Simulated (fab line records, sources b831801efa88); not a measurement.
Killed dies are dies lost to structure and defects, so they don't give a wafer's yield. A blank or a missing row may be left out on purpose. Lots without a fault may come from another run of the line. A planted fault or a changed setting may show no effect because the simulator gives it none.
Which tool did it? | flow gf180mcu | 14 lots, 42 wafers sampled, at 2 steps of a route of 602

WHAT THE GAUGES READ, wafer by wafer
GF_NWELL_OVL_MEAS_07. Usual: NWELL_OVL 0.7 nm, standard deviation 1.4.
lot  | measured    | on         | NWELL_OVL (nm) | flag
L979 | day 3 09:36 | overlay-01 | 0.1 1.9 -1.8   |
L980 | day 3 15:20 | overlay-01 | 0.3 1.0 1.4    |
L981 | day 3 17:43 | overlay-01 | 1.7 1.3 2.4    |
L983 | day 4 06:34 | overlay-01 | 1.1 -0.2 -0.8  |
L986 | day 4 21:14 | overlay-01 | -0.9 -1.7 -0.8 |
L987 | day 5 02:48 | overlay-01 | -0.2 -1.1 0.9  |
L993 | day 6 11:36 | overlay-01 | - - -          | OFF
L995 | day 6 22:47 | overlay-01 | 1.5 1.3 -0.3   |
L996 | day 7 04:33 | overlay-01 | - - -          | OFF
L997 | day 7 10:08 | overlay-01 | 1.5 1.7 0.8    |
L998 | day 7 15:27 | overlay-01 | -1.4 -1.6 -0.1 |
L100 | day 8 01:40 | overlay-01 | -2.3 0.0 -0.2  |
L101 | day 8 09:19 | overlay-01 | 2.5 1.2 1.4    |
L102 | day 8 13:37 | overlay-01 | 2.6 1.3 1.8    |

WHICH TOOL RAN EACH LOT (tool, then ch and the chambers of the sampled wafers, then the start)
lot  | GF_NWELL_DEVELOP_06
L979 | litho_track-02 ch 0, day 3 09:00
L980 | litho_track-01 ch 0, day 3 15:00
L981 | litho_track-03 ch 0, day 3 17:00
L983 | litho_track-03 ch 0, day 4 06:00
L986 | litho_track-01 ch 0, day 4 21:00
L987 | litho_track-02 ch 0, day 5 02:00
L993 | litho_track-02 ch 0, day 6 11:00
L995 | litho_track-01 ch 0, day 6 22:00
L996 | litho_track-02 ch 0, day 7 04:00
L997 | litho_track-01 ch 0, day 7 10:00
L998 | litho_track-01 ch 0, day 7 15:00
L100 | litho_track-03 ch 0, day 8 01:00
L101 | litho_track-03 ch 0, day 8 09:00
L102 | litho_track-03 ch 0, day 8 13:00
- GF_NWELL_DEVELOP_06: develop time 60 s.

WHAT THE TOOLS THEMSELVES READ (means of the sampled wafers that have a number; where no wafer has one, the mark that the record gives instead)
The record holds no such reading with a usual standard deviation.

THE ANSWER, worked out from the rows above alone
Rule: a lot is off if the mean of its wafers that have a number lies more than 3 standard deviations from the usual mean. A lot without any number at a reading at which 4 lots or more have one is off too. The other lots that the step has rows for count as sound. The gauges are gone through in route order, then the tools' own readings, and for those a lot's mean is taken as printed above. The first step at which some lot is off is used, and at that step the reading that is off furthest; a lot without a number counts as furthest.
Off: L993, L996, at GF_NWELL_OVL_MEAS_07 (NWELL_OVL). Without a number there: L993, L996.
A tool fits if, at a process step before that reading, it ran every lot that is off, and no sound lot after the first of them. The gauges at GF_NWELL_OVL_MEAS_07 are tried like those tools. One fits: litho_track-02 at GF_NWELL_DEVELOP_06. Its last sound lot is L987 (day 5 02:00), its first lot that is off L993 (day 6 11:00): a fault that began between those two fits.

WHAT THE SIMULATOR HAD PUT IN
Process parameter drift: litho_track-02, from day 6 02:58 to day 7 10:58, at GF_NWELL_DEVELOP_06. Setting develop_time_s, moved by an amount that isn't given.
Lots struck among those shown: L993, L996. The rule above found the same.
